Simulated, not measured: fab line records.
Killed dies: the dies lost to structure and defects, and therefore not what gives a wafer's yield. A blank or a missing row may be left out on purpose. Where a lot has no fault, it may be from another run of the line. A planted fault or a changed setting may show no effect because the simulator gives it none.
Matching of chambers	flow gf180mcu	3 sister chambers for GF_V3_CVD_02 on pecvd-04
The step deposits SiO2 from TEOS, target thk 850 nm, time 94.851 s. 6 wafers are shown with their chamber, then 10 later ones without.

## WAFERS WITH THEIR CHAMBER
wafer	chamber	heater power w (W)
L086.2	0	576
L090.4	1	665
L090.5	2	623
L090.6	0	579
L091.1	2	659
L091.4	1	688

## WAFERS WITHOUT THEIR CHAMBER
wafer	heater power w (W)
L091.6	599
L093.3	614
L093.4	664
L093.5	650
L094.3	643
L094.5	597
L094.6	617
L097.1	576
L097.5	618
L097.6	683

## THE CHAMBER EACH PASSED THROUGH
wafer	from the rows above	in truth
L091.6	can't be placed: 0 or 2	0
L093.3	can't be placed: 2 or 0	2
L093.4	can't be placed: 1 or 2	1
L093.5	can't be placed: 2 or 1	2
L094.3	can't be placed: 2 or 1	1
L094.5	can't be placed: 0 or 2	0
L094.6	can't be placed: 2 or 0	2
L097.1	0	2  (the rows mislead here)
L097.5	can't be placed: 2 or 0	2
L097.6	1	1
Correctly placed: 1 of 10. Cannot be placed on the basis of these rows: 8; the candidates contain the true chamber in 8. Placed wrongly: 1.
How it was worked out, from the rows above alone: a wafer's distance from a chamber is the root of the sum, over the readings, of the square of ((its reading less the chamber's mean) divided by the reading's scatter). If the next closest chamber is less than 2 further off than the closest, the wafer can't be placed; otherwise it belongs to the closest. For every chamber, the mean is computed from those of its wafers that are shown. The scatter is the square root of a quotient: the sum, over the shown wafers, of each reading's squared deviation from its chamber's mean, divided by wafers minus chambers.
